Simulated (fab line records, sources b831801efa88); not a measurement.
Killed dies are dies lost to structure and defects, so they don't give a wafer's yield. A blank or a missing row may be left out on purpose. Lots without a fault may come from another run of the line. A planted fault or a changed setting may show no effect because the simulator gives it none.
Chamber matching | flow gf180mcu | GF_HV_LDD_ETCHBACK_58 on rie_diel-01: 4 sister chambers
The step etches Si3N4 in CH3F/O2, stops on SiO2, time 100 s, target depth 90 nm. 4 wafers are shown with their chamber, then 7 later ones without.

WAFERS WITH THEIR CHAMBER
wafer  | chamber | ch3f_flow_sccm (sccm)
L496.2 | 3       | 39.95
L496.6 | 0       | 39.94
L497.1 | 1       | 39.99
L497.4 | 2       | 39.76

WAFERS WITHOUT THEIR CHAMBER
wafer  | ch3f_flow_sccm (sccm)
L497.6 | 39.97
L502.1 | 39.97
L502.4 | 40.11
L502.6 | 40.03
L512.1 | 39.89
L512.5 | 39.99
L512.6 | 40.21

WHICH CHAMBER EACH WENT THROUGH
wafer  | from the rows above               | in truth
L497.6 | can't be placed: 3 or 1 or 0 or 2 | 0
L502.1 | can't be placed: 3 or 1 or 0 or 2 | 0
L502.4 | can't be placed: 1 or 3 or 0      | 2
L502.6 | can't be placed: 1 or 3 or 0      | 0
L512.1 | can't be placed: 0 or 3 or 1 or 2 | 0
L512.5 | can't be placed: 1 or 3 or 0      | 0
L512.6 | can't be placed: 1 or 3 or 0      | 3
Placed correctly: 0 of 7. Can't be placed from these rows: 7 (the true chamber is among the candidates in 6). Placed wrongly: 0.
How it was worked out, from the rows above alone: a wafer's distance from a chamber is the root of the sum, over the readings, of the square of ((its reading less the chamber's mean) divided by the reading's scatter). The wafer belongs to the nearest chamber; if the next one is less than 2 further off, it can't be placed. A chamber's mean is the mean of its shown wafers. The scatter: with one shown wafer a chamber, the root of the mean of the squares of how far each hidden wafer lies from its nearest shown one.
